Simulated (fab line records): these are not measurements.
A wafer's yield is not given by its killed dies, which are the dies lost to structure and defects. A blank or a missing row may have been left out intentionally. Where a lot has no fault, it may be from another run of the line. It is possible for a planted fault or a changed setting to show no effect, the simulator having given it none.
Struck lot and sound lot, side by side + flow sky130 + 21 out of 708 route steps
Sound: these wafers, L813.1, L813.3, L813.4. The struck wafers were L821.1, L821.2, L821.3. Last of all comes the cause.
Each step with rows lists, per side, the tool, then ch with its chambers, then its first start. Under that, the readings that differ: sound wafers + struck wafers + difference of the means + sigmas: that difference in standard deviations of wafers without a fault.
alike: a reading whose means differ by less than 2 such deviations, as well as words and numbers matching on both sides. not compared: withheld readings; readings where some wafer has no value; bounds like >300 that might hide an equal value; numbers whose values overlap and for which the record gives no deviation.
Wherever a step has rows on one side only, a row that says differs or no value, or a row with sigmas, the two part there. Non-overlapping numbers with no deviation appear without sigmas and do not part them. Lack of a reading on every wafer of one side parts them only where that side has two or more wafers.

SKY_METAL5_DESCUM_14: chemistry O2, time 11 s.
  sound on rie metal-03 ch 0,1, day 44 06:19; struck on rie metal-02 ch 1, day 46 13:17
  alike: drypump motor current A, oes product au
  not compared: rf hours counter h
SKY_METAL5_METAL_ETCH_15: etches the open film in Cl2/BCl3, stops on SiO2, target depth 1260 nm, time 252 s.
  sound on rie metal-03 ch 0,1, day 44 06:20; struck on rie metal-02 ch 1, day 46 13:22
  alike: drypump motor current A, oes product au, throttle valve pct
  not compared: rf hours counter h
SKY_METAL5_STRIP_16: strips in O2/N2.
  sound on plasma asher-02 ch 0,1, day 44 06:35; struck on plasma asher-03 ch 0,1, day 46 13:50
| reading                      | sound             | struck            | difference | sigmas |
|------------------------------|-------------------|-------------------|------------|--------|
| strip time to endpoint s (s) | 12.97 13.00 13.07 | 13.22 13.22 13.26 | +0.22      | +2     |
  alike: drypump motor current A, oes product au
  not compared: rf hours counter h
then, 3 steps without rows for these wafers: SKY_METAL5_STRIP_17 (strips in post etch residue remover, time 1200 s); SKY_METAL5_CLEAN_18 (cleans in IPA, time 180 s); SKY_METAL5_CLEAN_19 (cleans in O3/DIW).
SKY_PASSIVATION_CVD_00: deposits SiO2, target thk 90 nm.
  sound on pecvd-01 ch 0,1,2, day 44 07:13; struck on pecvd-03 ch 0,1,2, day 46 14:25
  alike: heater power w
SKY_PASSIVATION_THK_MEAS_01:
  sound: film metro-02 at day 44 07:14; struck: film metro-01 at day 46 14:26
  alike: PASSIVATION_CVD_00_THK
SKY_PASSIVATION_CVD_02: deposits Si3N4, target thk 540 nm.
  sound on pecvd-03 ch 0,2, day 44 07:17; struck on pecvd-02 ch 0,1,2, day 46 14:30
  alike: heater power w
SKY_PASSIVATION_THK_MEAS_03:
  sound: film metro-04 at day 44 07:31; struck: film metro-04 at day 46 14:43
  alike: PASSIVATION_CVD_02_THK
then, 2 steps without rows for these wafers: SKY_PASSIVATION_DEHYDRATE_04 (time 60 s); SKY_PASSIVATION_HMDS_05 (prime time 60 s).
SKY_PASSIVATION_COAT_06: resist thk 3000 nm.
  sound on litho track-03 ch 0, day 44 17:17; struck on litho track-04 ch 0, day 47 00:32
| reading                                       | sound                | struck               | difference | sigmas |
|-----------------------------------------------|----------------------|----------------------|------------|--------|
| dispense pressure kPa (kPa)                   | 56.4 56.4 56.4       | 53.7 53.6 53.7       | -2.7       | -2     |
| spin speed rpm (rpm)                          | 1998.0 1999.4 1998.3 | 2120.7 2122.9 2123.3 | +123.7     | +88    |
| model.coat_of_PASSIVATION_COAT_06.thk nm (nm) | 2996 3007 2998       | 2916 2917 2911       | -86        |        |
then, 4 steps without rows for these wafers: SKY_PASSIVATION_SOFTBAKE_07; SKY_PASSIVATION_EXPOSE_08 (exposes mask NSM, target cd 3000 nm); SKY_PASSIVATION_PEB_09; SKY_PASSIVATION_DEVELOP_10 (develop time 60 s).
SKY_PASSIVATION_ETCH_11: etches the open film in CF4/O2, stops on AlCu, target depth 725 nm, time 161.1 s.
  sound on rie diel-03 ch 1,2,3, day 45 04:47; struck on rie diel-02 ch 0,2,3, day 47 10:14
| reading                                       | sound          | struck         | difference | sigmas |
|-----------------------------------------------|----------------|----------------|------------|--------|
| drypump motor current A (A)                   | 5.1 4.8 5.1    | 5.9 6.4 5.4    | +0.9       | +2     |
| model.coat_of_PASSIVATION_COAT_06.thk nm (nm) | 2515 2516 2516 | 2431 2428 2417 | -90        |        |
  alike: oes product au, throttle valve pct
  not compared: rf hours counter h
SKY_PASSIVATION_STRIP_12: strips in O2/N2.
  sound on plasma asher-01 ch 0,1, day 45 04:53; struck on plasma asher-04 ch 0,1, day 47 10:20
| reading                      | sound             | struck            | difference | sigmas |
|------------------------------|-------------------|-------------------|------------|--------|
| strip time to endpoint s (s) | 31.51 31.51 31.50 | 30.54 30.49 30.38 | -1.04      | -6     |
  alike: drypump motor current A, oes product au
  not compared: rf hours counter h
then, 1 step without rows for these wafers: SKY_PAD_OPEN_DEHYDRATE_00 (time 60 s).
SKY_PAD_OPEN_PROBE_99:
  rows exist in the record for the struck wafers here (prober-01, day 48 07:56), but not for the sound ones

== WHERE THEY PART ==
Earliest at SKY_METAL5_STRIP_16; latest, in this record, at SKY_PAD_OPEN_PROBE_99.

WHY: whatever the simulator had introduced
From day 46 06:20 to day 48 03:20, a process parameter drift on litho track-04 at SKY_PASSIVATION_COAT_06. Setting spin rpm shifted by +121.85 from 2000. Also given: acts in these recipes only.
